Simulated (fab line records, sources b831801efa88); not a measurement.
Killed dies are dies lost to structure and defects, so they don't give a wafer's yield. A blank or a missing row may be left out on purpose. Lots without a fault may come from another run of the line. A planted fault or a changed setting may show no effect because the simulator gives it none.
Which tool did it? | flow gf180mcu | 6 lots, 18 wafers sampled, at 4 steps of a route of 602

WHAT THE GAUGES READ, wafer by wafer
GF_V5_THK_MEAS_03.
lot  | measured     | on            | V5_CVD_02_THK (nm)
L219 | day 26 18:30 | film_metro-01 | 1445 1432 1464
L221 | day 27 19:41 | film_metro-01 | 1442 1461 1485
L224 | day 28 13:34 | film_metro-02 | 1446 1463 1458
L229 | day 30 02:23 | film_metro-02 | 1437 1650 1457
L238 | day 32 07:35 | film_metro-01 | 1428 1444 1460
L240 | day 32 18:47 | film_metro-04 | 1469 1460 1477

WHICH TOOL RAN EACH LOT (tool, then ch and the chambers of the sampled wafers, then the start)
lot  | GF_MIM_SPUTTER_08            | GF_MIM_METAL_ETCH_19              | GF_V5_CVD_02
L219 | pvd_sputter-03, day 24 23:01 | rie_metal-03 ch 0,1, day 25 19:55 | pecvd-01 ch 0,1,2, day 26 18:23
L221 | pvd_sputter-01, day 26 00:45 | rie_metal-02 ch 0,1, day 26 21:31 | pecvd-02 ch 0,1, day 27 19:34
L224 | pvd_sputter-03, day 26 19:49 | rie_metal-03 ch 0, day 27 15:58   | pecvd-01 ch 0,1, day 28 13:27
L229 | pvd_sputter-03, day 28 11:37 | rie_metal-03 ch 0,1, day 29 06:35 | pecvd-02 ch 0,1,2, day 30 02:17
L238 | pvd_sputter-02, day 30 19:56 | rie_metal-03 ch 0,1, day 31 13:04 | pecvd-03 ch 0,2, day 32 07:28
L240 | pvd_sputter-03, day 31 07:19 | rie_metal-01 ch 0,1, day 32 00:17 | pecvd-01 ch 0,1,2, day 32 18:42
- GF_MIM_SPUTTER_08: material AlCu, target thk 200 nm, time 10.6 s.
- GF_MIM_METAL_ETCH_19: etches the open film in Cl2/BCl3, stops on Si3N4, target depth 324.5 nm, time 54.1 s.
- GF_V5_CVD_02: deposits SiO2 from TEOS, target thk 1450 nm, time 163.28 s.

THE ANSWER, worked out from the rows above alone
Rule: what is usual is taken from the lots themselves. Put in order of their means at a reading, lots are off if they are a third of the lots or fewer, leave a main group of 4 or more, and stand apart from it by a gap of 3 or more times the standard deviation of the main group's means; of several such gaps the widest counts. A main group whose means are all the same, to the digits that the tables above print for the reading, isn't used. A lot without any number at a reading at which 4 lots or more have one is off too. The other lots that the step has rows for count as sound.
Off: L229, at GF_V5_THK_MEAS_03 (V5_CVD_02_THK). The main group: mean 1456 nm, standard deviation 9.3.
A tool fits if, at a process step before that reading, it ran every lot that is off, and no sound lot after the first of them. The gauges at GF_V5_THK_MEAS_03 are tried like those tools. Can't be told from this: 2 tools fit, pecvd-02 at GF_V5_CVD_02, film_metro-02 at GF_V5_THK_MEAS_03.

WHAT THE SIMULATOR HAD PUT IN
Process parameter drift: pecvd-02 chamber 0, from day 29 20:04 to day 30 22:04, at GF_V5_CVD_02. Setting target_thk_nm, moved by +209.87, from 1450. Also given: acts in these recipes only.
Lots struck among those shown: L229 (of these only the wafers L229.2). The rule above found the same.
